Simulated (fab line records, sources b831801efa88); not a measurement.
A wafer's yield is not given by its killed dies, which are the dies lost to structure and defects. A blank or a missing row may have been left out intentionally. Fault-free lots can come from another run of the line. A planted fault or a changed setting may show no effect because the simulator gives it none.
The tool behind it: which one? -- flow sky130 -- 13 lots with 39 wafers sampled at 3 steps, on a route of 708 steps

== WHAT THE GAUGES SHOWED, per wafer ==
SKY_CAPM_OVL_MEAS_12. Usual: CAPM_OVL -0.3 nm, standard deviation 1.3.
lot,measured,on,CAPM_OVL (nm),flag
L711,day 37 00:04,overlay-01,-0.8 1.6 -0.7,
L712,day 37 11:20,overlay-02,-0.2 -1.2 -1.4,
L715,day 38 17:11,overlay-01,-0.4 -0.1 1.1,
L719,day 39 15:44,overlay-02,-1.7 -1.4 0.2,
L721,day 40 11:34,overlay-01,-0.1 -0.6 -0.7,
L723,day 40 23:32,overlay-01,-0.3 1.2 -0.3,
L727,day 42 07:05,overlay-02,-1.3 -1.5 -2.5,
L728,day 42 09:52,overlay-02,-0.3 0.3 -0.4,
L729,day 42 12:02,overlay-02,-0.5 -2.7 0.5,
L731,day 43 05:17,overlay-02,2.0 0.9 1.2,
L733,day 43 12:41,overlay-01,1.7 0.6 0.4,
L732,day 43 19:01,overlay-01,-1.7 -1.2 -1.0,
L734,day 44 03:01,overlay-02,-0.1 -0.5 -0.4,

== WHICH TOOL RAN EACH LOT (tool, then ch and the chambers of the sampled wafers, then the start) ==
lot,SKY_NWELL_EXPOSE_07,SKY_METAL2_SPUTTER_01
L711,"iline stepper-01 ch 0, day 4 05:28","pvd sputter-04, day 33 13:47"
L712,"iline stepper-01 ch 0, day 4 12:47","pvd sputter-04, day 34 00:37"
L715,"iline stepper-02 ch 0, day 5 04:11","pvd sputter-01, day 35 06:01"
L719,"iline stepper-01 ch 0, day 6 02:20","pvd sputter-04, day 36 09:43"
L721,"iline stepper-01 ch 0, day 6 14:46","pvd sputter-02, day 37 04:46"
L723,"iline stepper-01 ch 0, day 7 03:17","pvd sputter-01, day 37 18:12"
L727,"iline stepper-01 ch 0, day 8 06:11","pvd sputter-02, day 39 02:54"
L728,"iline stepper-01 ch 0, day 8 07:56","pvd sputter-02, day 39 05:34"
L729,"iline stepper-01 ch 0, day 8 11:29","pvd sputter-02, day 39 07:43"
L731,"iline stepper-01 ch 0, day 8 21:26","pvd sputter-01, day 40 02:42"
L733,"iline stepper-01 ch 0, day 9 10:50","pvd sputter-04, day 40 09:55"
L732,"iline stepper-01 ch 0, day 9 11:11","pvd sputter-04, day 40 16:27"
L734,"iline stepper-01 ch 0, day 9 20:23","pvd sputter-01, day 41 01:02"
- SKY_NWELL_EXPOSE_07: exposes mask NWM, target cd 840 nm.
- SKY_METAL2_SPUTTER_01: material TiN, target thk 20 nm, time 16.7 s.

== WHAT THE TOOLS THEMSELVES READ (means of the sampled wafers that have a number; where no wafer has one, the mark that the record gives instead) ==
SKY_METAL2_SPUTTER_01. Usual: throttle valve pct at 29.8 %, with a standard deviation of 1.1.
lot,tool,throttle valve pct (%),flag
L711,pvd sputter-04,30.2,
L712,pvd sputter-04,29.3,
L715,pvd sputter-01,30.8,
L719,pvd sputter-04,30.1,
L721,pvd sputter-02,29.8,
L723,pvd sputter-01,29.2,
L727,pvd sputter-02,29.1,
L728,pvd sputter-02,29.7,
L729,pvd sputter-02,28.8,
L731,pvd sputter-01,30.2,
L733,pvd sputter-04,30.3,
L732,pvd sputter-04,29.9,
L734,pvd sputter-01,29.8,

== THE ANSWER, worked out from the rows above alone ==
Rule: a lot is off if the mean of its wafers that have a number lies more than 3 standard deviations from the usual mean. Also off: a lot with no number at a reading for which 4 or more lots have one. Any other lot the step has rows for is counted as sound. After the gauges, taken in route order, come the tools' own readings; for these a lot's mean is taken, as printed above. The first step at which some lot is off is used, and at that step the reading that is off furthest; a lot without a number counts as furthest.
No lot is off at any reading shown: from this, nothing can be told.

== WHAT THE SIMULATOR PUT IN ==
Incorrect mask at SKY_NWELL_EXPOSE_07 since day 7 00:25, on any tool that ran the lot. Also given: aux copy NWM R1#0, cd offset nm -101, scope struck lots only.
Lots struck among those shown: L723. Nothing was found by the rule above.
